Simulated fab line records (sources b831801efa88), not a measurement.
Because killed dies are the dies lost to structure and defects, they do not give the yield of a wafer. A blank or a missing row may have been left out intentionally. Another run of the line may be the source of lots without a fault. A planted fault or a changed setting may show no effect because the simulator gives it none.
Code-filled problem report in 8D (eight disciplines) form :: flow gf180mcu :: the parts of the form that need people (team, actions taken, sign-off) are left out

## 1. WHAT IS WRONG
At GF_V4_CMP_26, platenRpm averages 66.00 rpm over 6 wafers from 2 lots, while fault-free wafers read 60.00 rpm, standard deviation 0.041. That is +99 or more standard deviations from the usual mean.
The step: polishes, stops on SiO2, t overpolish 15 s, target thk 0 nm.
Seen first at day 27 12:07 on cmp-02, wafer L390.4. The record holds 36 wafers of 12 lots with a number at this step. Rule for "out", or "out of limits": more than 4 standard deviations from the usual mean. Any other wafer with a number is counted as sound.

## 2. WHAT THIS IS AND IS NOT
question: which readings at this step
is: platenRpm
is not: motorCurrentA, overpolishRunS

question: which lots
is: L390, L394
is not: L382, L385, L387, L391, L395, L399, L401, L402, L404, L405

question: which wafers of those lots
is: all that have a number
is not: -

question: read on which tools
is: cmp-02
is not: cmp-01

question: when
is: from day 27 12:07
is not: up to then (9 sound wafers); but 21 sound wafers of L391, L395, L399, L401, L402, L404, L405 came after

## 3. THE SUSPECTS, EACH WITH WHAT RULES IT OUT
Counting: a tool at any process step up to the reading remains a suspect when it ran all the lots that are out and ran no sound lot after the first of those.
- cmp-02 at GF_V4_CMP_26 (polishes, stops on SiO2, t overpolish 15 s, target thk 0 nm): ruled out as a lasting fault. After its first lot that is out, L390 (day 27 12:07), sound lots L399, L402, L405 ran on it.
Left after counting: nothing in the record.

## 4. THE CAUSE (what the simulator had put in)
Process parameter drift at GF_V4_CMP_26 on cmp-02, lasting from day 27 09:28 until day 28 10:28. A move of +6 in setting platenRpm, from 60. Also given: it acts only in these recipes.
Counting ruled it out, wrongly.

## 5. THE CHAIN OF EFFECTS, in route order
Each row: a reading whose mean over the struck wafers that have a number lies more than 3 standard deviations from the usual. Scope: only readings with a usual standard deviation given in the record; hours: median across lots of the time from each lot's start at the first step in this table that gives one to its start at this step; sigmas: change in usual standard deviations.
hours: 0
step: GF_V4_CMP_26
reading: platenRpm
usual: 60.00 rpm
on struck wafers: 66.00
change: +6.00
sigmas: +99 or more
It contains these process steps:
- GF_V4_CMP_26: polishes, stops on SiO2, t overpolish 15 s, target thk 0 nm.

## 6. WHAT WOULD HAVE CAUGHT IT SOONER
In this record no reading fell out of limits until day 27 12:07, 3 hours after the fault had begun at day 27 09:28.
